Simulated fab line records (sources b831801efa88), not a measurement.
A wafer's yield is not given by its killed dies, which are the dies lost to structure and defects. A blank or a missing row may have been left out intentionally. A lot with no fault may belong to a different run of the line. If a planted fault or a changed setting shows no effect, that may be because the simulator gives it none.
fab line records + flow sky130
record:
- lots: 14
- wafers: 42
- lastDay: 50
route steps=708 shown VIA3@594 PAD_OPEN@708
lots untouched by any fault: they come from a run of this same line in which no faults occurred
startH: hours from the record's opening day to when the first of the lot's shown wafers began + waitH: time in hours since the lot's previous step + " the same as in the row above + L1.1+2: a row that stands for several wafers + - either no value or no given start + * or withheld: withheld + < > ~ a bound
route shown NAME@n: NAME is a module with steps in the file, n the number in the route of the first one + usual: the fault-free wafers' mean and standard deviation + same: alike in all rows + chamber/n: place in a boat + sites: per-site readings + _std_site: standard deviation of those values + _edge_site: mean of outer sites minus mean of inner sites + radiusMm: how far each site lies from the wafer's centre + mask NAME#n: copy n + behind: the most recent tool/chamber to have shaped the wafer + hold: reason for holding the lot/hours on hold/outcome of the hold + device: which transistor (n, p or np) failed to switch + end of line: tests run on the same wafers once the route is complete + step lacking rows: just its recipe + killed: count of dies lost to structure and defects at first sort (not the wafer's yield) + map: a wafer's dies, x killed, . not, _ none there
set.NAME: the run value of the setting; set.NAME@STEP: its run value at that earlier step + model.NAME: the simulator's own value behind a step, which no gauge read
the route's steps for a sample of lots (tables are steps, rows are wafers)
services: the hour from which a tool's chamber was out of use, counted from the record's first day as startH (under 0 if before that day), plus the number of hours and why
== steps ==
step: SKY_VIA3_CVD_21
recipe:
- material: W
- targetThkNm: 390
- timeS: 117.31
- tempC: 400
- pressureTorr: 40
usual:
- chamberPressureTorr: 40.00/0.083
- heaterPowerOuterW: 594/90
- heaterPowerW: 948/120
| lot.wafer | tool    | chamber | startH  | waitH | chamberPressureTorr | heaterPowerOuterW | heaterPowerW |
|-----------|---------|---------|---------|-------|---------------------|-------------------|--------------|
| L125.3    | cvdW-02 | 0       | 921.96  | 0.1   | 39.98               | 601               | 977          |
| L125.4    | "       | 1       | "       | "     | 39.91               | 428               | 790          |
| L125.5    | "       | 1       | "       | "     | 40.06               | 430               | 760          |
| L126.1    | cvdW-01 | 1       | 922.95  | 0.0   | 39.92               | 623               | 907          |
| L126.4    | "       | 0       | "       | "     | 39.91               | 673               | 1103         |
| L126.6    | "       | 0       | "       | "     | 39.91               | 684               | 1096         |
| L127.1    | cvdW-02 | 0       | 927.64  | 0.0   | 40.04               | 618               | 1003         |
| L127.2    | "       | 1       | "       | "     | 40.08               | 421               | 764          |
| L127.6    | "       | 1       | "       | "     | 40.10               | 425               | 779          |
| L130.1    | cvdW-01 | 1       | 958.24  | 0.0   | 39.96               | 613               | 905          |
| L130.4    | "       | 0       | "       | "     | 40.07               | 680               | 1084         |
| L130.6    | "       | 0       | "       | "     | 39.90               | 684               | 1086         |
| L131.1    | cvdW-01 | 0       | 961.72  | 0.0   | 40.07               | 687               | 1093         |
| L131.3    | "       | 1       | "       | "     | 39.72               | 622               | 892          |
| L131.5    | "       | 0       | "       | "     | 40.00               | 677               | 1092         |
| L133.2    | cvdW-02 | 1       | 975.64  | 0.0   | 39.99               | 429               | 763          |
| L133.4    | "       | 1       | "       | "     | 39.95               | 426               | 784          |
| L133.6    | "       | 0       | "       | "     | 39.99               | 631               | 987          |
| L139.1    | cvdW-02 | 0       | 1013.00 | 0.0   | -                   | -                 | -            |
| L139.2    | "       | 1       | "       | "     | -                   | -                 | -            |
| L139.5    | "       | 1       | "       | "     | -                   | -                 | -            |
| L140.1    | cvdW-01 | 0       | 1022.83 | 0.0   | -                   | -                 | -            |
| L140.5    | "       | 0       | "       | "     | -                   | -                 | -            |
| L140.6    | "       | 1       | "       | "     | -                   | -                 | -            |
| L142.1    | cvdW-01 | 0       | 1034.83 | 0.0   | 39.97               | 678               | 1090         |
| L142.5    | "       | 0       | "       | "     | 40.00               | 677               | 1051         |
| L142.6    | "       | 1       | "       | "     | 40.02               | 627               | 906          |
| L145.2    | cvdW-01 | 1       | 1059.56 | 0.0   | 40.02               | 621               | 901          |
| L145.4    | "       | 1       | "       | "     | 40.02               | 622               | 880          |
| L145.6    | "       | 0       | "       | "     | 40.15               | 699               | 1100         |
| L144.1    | cvdW-02 | 1       | 1061.83 | 0.0   | 40.02               | 435               | 784          |
| L144.4    | "       | 0       | "       | "     | 40.17               | 617               | 1007         |
| L144.5    | "       | 0       | "       | "     | 40.12               | 608               | 1021         |
| L146.1    | cvdW-01 | 0       | 1068.43 | 0.0   | 39.99               | 670               | 1091         |
| L146.3    | "       | 1       | "       | "     | 40.00               | 622               | 892          |
| L146.5    | "       | 0       | "       | "     | 40.04               | 691               | 1111         |
| L147.1    | cvdW-01 | 0       | 1069.12 | 0.0   | 40.02               | 680               | 1085         |
| L147.3    | "       | 0       | "       | "     | 39.97               | 662               | 1098         |
| L147.6    | "       | 0       | "       | "     | 40.04               | 674               | 1087         |
| L148.2    | cvdW-02 | 0       | 1073.64 | 0.0   | 39.91               | 608               | 1011         |
| L148.3    | "       | 0       | "       | "     | 39.97               | 597               | 985          |
| L148.5    | "       | 1       | "       | "     | 40.13               | 427               | 785          |
step: SKY_VIA3_RS_MEAS_22
recipe:
- thkMeasGauge: four-point-probe
- reads: W_of_VIA3_CVD_21+TiN_of_VIA3_SPUTTER_20
usual:
- VIA3_W_RS: 0.294/0.003
| lot.wafer | tool         | chamber | startH  | waitH | VIA3_W_RS[ohm/sq] |
|-----------|--------------|---------|---------|-------|-------------------|
| L125.3    | filmMetro-04 | -       | 922.08  | 0.1   | 0.290             |
| L125.4    | "            | -       | "       | "     | 0.287             |
| L125.5    | "            | -       | "       | "     | 0.291             |
| L126.1    | filmMetro-02 | -       | 923.08  | 0.1   | 0.293             |
| L126.4    | "            | -       | "       | "     | 0.298             |
| L126.6    | "            | -       | "       | "     | 0.296             |
| L127.1    | filmMetro-02 | -       | 927.76  | 0.1   | 0.290             |
| L127.2    | "            | -       | "       | "     | 0.296             |
| L127.6    | "            | -       | "       | "     | 0.295             |
| L130.1    | filmMetro-02 | -       | 958.36  | 0.1   | 0.294             |
| L130.4    | "            | -       | "       | "     | 0.296             |
| L130.6    | "            | -       | "       | "     | 0.293             |
| L131.1    | filmMetro-03 | -       | 961.84  | 0.1   | 0.297             |
| L131.3    | "            | -       | "       | "     | 0.293             |
| L131.5    | "            | -       | "       | "     | 0.296             |
| L133.2    | filmMetro-02 | -       | 975.78  | 0.1   | 0.299             |
| L133.4    | "            | -       | "       | "     | 0.299             |
| L133.6    | "            | -       | "       | "     | 0.295             |
| L139.1    | filmMetro-04 | -       | 1013.12 | 0.1   | 56.021            |
| L139.2    | "            | -       | "       | "     | 57.398            |
| L139.5    | "            | -       | "       | "     | 56.563            |
| L140.1    | filmMetro-03 | -       | 1022.95 | 0.1   | 57.225            |
| L140.5    | "            | -       | "       | "     | 55.771            |
| L140.6    | "            | -       | "       | "     | 56.139            |
| L142.1    | filmMetro-03 | -       | 1035.01 | 0.1   | 0.295             |
| L142.5    | "            | -       | "       | "     | 0.291             |
| L142.6    | "            | -       | "       | "     | 0.292             |
| L145.2    | filmMetro-03 | -       | 1059.71 | 0.1   | 0.293             |
| L145.4    | "            | -       | "       | "     | 0.292             |
| L145.6    | "            | -       | "       | "     | 0.294             |
| L144.1    | filmMetro-02 | -       | 1061.95 | 0.1   | 0.293             |
| L144.4    | "            | -       | "       | "     | 0.293             |
| L144.5    | "            | -       | "       | "     | 0.289             |
| L146.1    | filmMetro-02 | -       | 1068.55 | 0.1   | 0.297             |
| L146.3    | "            | -       | "       | "     | 0.295             |
| L146.5    | "            | -       | "       | "     | 0.297             |
| L147.1    | filmMetro-02 | -       | 1069.24 | 0.1   | 0.295             |
| L147.3    | "            | -       | "       | "     | 0.294             |
| L147.6    | "            | -       | "       | "     | 0.295             |
| L148.2    | filmMetro-02 | -       | 1073.87 | 0.2   | 0.288             |
| L148.3    | "            | -       | "       | "     | 0.287             |
| L148.5    | "            | -       | "       | "     | 0.291             |
step: SKY_VIA3_THK_MEAS_23
recipe:
- thkMeasGauge: xrf
- reads: W_of_VIA3_CVD_21
usual:
- VIA3_W_THK: 366/4.7
| lot.wafer | tool         | chamber | startH  | waitH | VIA3_W_THK[nm] |
|-----------|--------------|---------|---------|-------|----------------|
| L125.3    | filmMetro-04 | -       | 922.18  | 0.1   | 368            |
| L125.4    | "            | -       | "       | "     | 369            |
| L125.5    | "            | -       | "       | "     | 363            |
| L126.1    | filmMetro-02 | -       | 923.20  | 0.1   | 368            |
| L126.4    | "            | -       | "       | "     | 361            |
| L126.6    | "            | -       | "       | "     | 364            |
| L127.1    | filmMetro-02 | -       | 927.88  | 0.1   | 374            |
| L127.2    | "            | -       | "       | "     | 367            |
| L127.6    | "            | -       | "       | "     | 365            |
| L130.1    | filmMetro-02 | -       | 958.48  | 0.1   | 367            |
| L130.4    | "            | -       | "       | "     | 366            |
| L130.6    | "            | -       | "       | "     | 368            |
| L131.1    | filmMetro-03 | -       | 961.96  | 0.1   | 366            |
| L131.3    | "            | -       | "       | "     | 373            |
| L131.5    | "            | -       | "       | "     | 370            |
| L133.2    | filmMetro-02 | -       | 975.89  | 0.1   | 364            |
| L133.4    | "            | -       | "       | "     | 364            |
| L133.6    | "            | -       | "       | "     | 367            |
| L139.1    | filmMetro-04 | -       | 1013.24 | 0.1   | <0             |
| L139.2    | "            | -       | "       | "     | <0             |
| L139.5    | "            | -       | "       | "     | -              |
| L140.1    | filmMetro-03 | -       | 1023.07 | 0.1   | -              |
| L140.5    | "            | -       | "       | "     | -              |
| L140.6    | "            | -       | "       | "     | -              |
| L142.1    | filmMetro-03 | -       | 1035.13 | 0.1   | 366            |
| L142.5    | "            | -       | "       | "     | 370            |
| L142.6    | "            | -       | "       | "     | 369            |
| L145.2    | filmMetro-03 | -       | 1059.82 | 0.1   | 365            |
| L145.4    | "            | -       | "       | "     | 366            |
| L145.6    | "            | -       | "       | "     | 366            |
| L144.1    | filmMetro-02 | -       | 1062.07 | 0.1   | 365            |
| L144.4    | "            | -       | "       | "     | 366            |
| L144.5    | "            | -       | "       | "     | 371            |
| L146.1    | filmMetro-02 | -       | 1068.67 | 0.1   | 364            |
| L146.3    | "            | -       | "       | "     | 364            |
| L146.5    | "            | -       | "       | "     | 364            |
| L147.1    | filmMetro-02 | -       | 1069.36 | 0.1   | 368            |
| L147.3    | "            | -       | "       | "     | 366            |
| L147.6    | "            | -       | "       | "     | 367            |
| L148.2    | filmMetro-02 | -       | 1073.98 | 0.1   | 374            |
| L148.3    | "            | -       | "       | "     | 376            |
| L148.5    | "            | -       | "       | "     | 370            |
step: SKY_PAD_OPEN_PROBE_99
usual:
- defectLimitedYield: 82.5/1.9
- killed_at_M0_to_M3: 42/7.4
- killed_at_M4_up: 3.4/1.8
- killedAtContacts: 25/5.4
- killedAtFrontEnd: 15/4.4
- killedAtOther: 0.2/0.52
- killedDies: 86/9.3
- killedOnRim: 17/3.9
- killedOpen: 47/7.6
- killedShort: 39/6.5
- sort_bin_3_pad_short: 0.9/0.46
- sort_bin_5_function: 10.3/1.5
- sort_bin_6_memory: 6.3/1.2
- sortNPass: 406/9.3
- sortYieldPct: 82.5/1.9
same:
- grossDies: 492
- killedAtBackSide: 0
- sort_bin_4_leakage[%]: 0
- sort_bin_8_speed[%]: 0
| lot.wafer | tool      | chamber | startH  | waitH | defectLimitedYield[%] | killed_at_M0_to_M3 | killed_at_M4_up | killedAtContacts | killedAtFrontEnd | killedAtOther | killedDies | killedOnRim | killedOpen | killedShort | sort_bin_3_pad_short[%] | sort_bin_5_function[%] | sort_bin_6_memory[%] | sortNPass | sortYieldPct[%] |
|-----------|-----------|---------|---------|-------|-----------------------|--------------------|-----------------|------------------|------------------|---------------|------------|-------------|------------|-------------|-------------------------|------------------------|----------------------|-----------|-----------------|
| L139.1    | prober-02 | -       | 1143.60 | 0.1   | 0                     | 455                | 0               | 23               | 14               | 0             | 492        | 96          | 40         | 31          | 0.2                     | 93.3                   | 6.5                  | 0         | 0               |
| L139.2    | prober-02 | -       | 1143.65 | 0.1   | 0                     | 447                | 0               | 26               | 19               | 0             | 492        | 96          | 43         | 36          | 0.4                     | 91.1                   | 8.5                  | 0         | 0               |
| L139.5    | prober-02 | -       | 1143.80 | 0.2   | 0                     | 453                | 4               | 25               | 10               | 0             | 492        | 96          | 47         | 36          | 1.4                     | 92.5                   | 6.1                  | 0         | 0               |
| L140.1    | prober-02 | -       | 1152.18 | 0.1   | 0                     | 451                | 4               | 20               | 17               | 0             | 492        | 96          | 40         | 37          | 1.0                     | 93.9                   | 5.1                  | 0         | 0               |
| L140.5    | prober-02 | -       | 1152.38 | 0.2   | 0                     | 441                | 4               | 30               | 17               | 0             | 492        | 96          | 45         | 36          | 0.8                     | 93.7                   | 5.5                  | 0         | 0               |
| L140.6    | prober-02 | -       | 1152.43 | 0.2   | 0                     | 451                | 2               | 21               | 18               | 0             | 492        | 96          | 38         | 34          | 0.4                     | 96.1                   | 3.5                  | 0         | 0               |
killed by level:class
L139.1 VIA3:areaCvd=421 LI_CONTACT:geometricParticle:open=8 CONTACT:geometricParticle:open=7 VIA1:geometricParticle:open=7 METAL2:geometricParticle:short=5 VIA2:geometricParticle:open=5 FIELD_ISO:geometricParticle:short=4 VIA3:geometricParticle:open=4
L139.2 VIA3:areaCvd=413 CONTACT:geometricParticle:open=9 VIA1:geometricParticle:open=9 LI_CONTACT:geometricParticle:open=8 VIA1:geometricParticle:short=6 METAL2:geometricParticle:short=6 CONTACT:geometricParticle:short=5 FIELD_ISO:geometricParticle:short=4
L139.5 VIA3:areaCvd=409 VIA1:geometricParticle:open=9 VIA3:geometricParticle:open=7 CONTACT:geometricParticle:short=6 CONTACT:geometricParticle:open=6 LI_CONTACT:geometricParticle:open=5 METAL1:geometricParticle:short=5 VIA1:geometricParticle:short=5
L140.1 VIA3:areaCvd=415 VIA3:geometricParticle:open=10 LI_CONTACT:geometricParticle:open=7 CONTACT:geometricParticle:open=5 VIA2:geometricParticle:open=5 FIELD_ISO:geometricParticle:open=4 POLY_GATE:geometricParticle:short=4 METAL1:geometricParticle:short=4
L140.5 VIA3:areaCvd=411 LI_CONTACT:geometricParticle:open=10 CONTACT:geometricParticle:open=8 VIA1:geometricParticle:open=8 FIELD_ISO:geometricParticle:short=6 METAL1:geometricParticle:short=6 LOCAL_INTERCONNECT:geometricParticle:short=5 FIELD_ISO:geometricParticle:open=4
L140.6 VIA3:areaCvd=420 VIA1:geometricParticle:open=11 FIELD_ISO:geometricParticle:short=7 FIELD_ISO:geometricParticle:open=6 METAL1:geometricParticle:short=6 LI_CONTACT:geometricParticle:open=5 CONTACT:geometricParticle:short=4 LOCAL_INTERCONNECT:geometricParticle:short=4
== services ==
| tool    | chamber | startH  | hours | kind      |
|---------|---------|---------|-------|-----------|
| cvdW-02 | -       | 904.00  | 14.0  | pm        |
| cvdW-02 | 0       | 904.00  | 14.0  | ventCycle |
| cvdW-02 | 1       | 904.00  | 14.0  | ventCycle |
| cvdW-02 | 0       | 918.00  | -     | clean     |
| cvdW-02 | 1       | 918.00  | -     | clean     |
| cvdW-02 | -       | 955.93  | 0.7   | repair    |
| cvdW-01 | -       | 959.11  | 0.5   | repair    |
| cvdW-02 | 0       | 1002.40 | 5.6   | repair    |
| cvdW-02 | 1       | 1064.32 | 2.4   | repair    |
== key ==
firstSign:
- step: SKY_VIA3_CVD_21
- reading: toolRecord
- direction: missing
effect:
- step: SKY_VIA3_RS_MEAS_22
- reading: VIA3_W_RS
- direction: up
- sigmas: 99+
- usual: 0.294
- struck: 56.520
effect:
- step: SKY_VIA3_THK_MEAS_23
- reading: VIA3_W_THK
- direction: missing
effect:
- step: SKY_PAD_OPEN_PROBE_99
- reading: sort_bin_5_function
- direction: up
- sigmas: 56
- usual: 10.3
- struck: 93.4
moreKillsBornAt:
- SKY_VIA3_CVD_21@cvdW-01: 1242
- SKY_VIA3_CVD_21@cvdW-02: 1241
metAt SKY_VIA3_CVD_21
struckLots L139,L140
laterRowsLeftOut L139.1,L139.2,L139.5,L140.1,L140.5,L140.6
onsetBetween 975.64 1013.00
fault:
- kind: skippedStepWhole
- tool: cvdW-01,cvdW-02
- chamber: -
- onsetH: 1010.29
- steps: SKY_VIA3_CVD_21
- scope: struckLotsOnly
laterRowsLeftOut: the simulator's readings of these wafers behind a module that went badly wrong aren't trusted and aren't shown, but for the sort
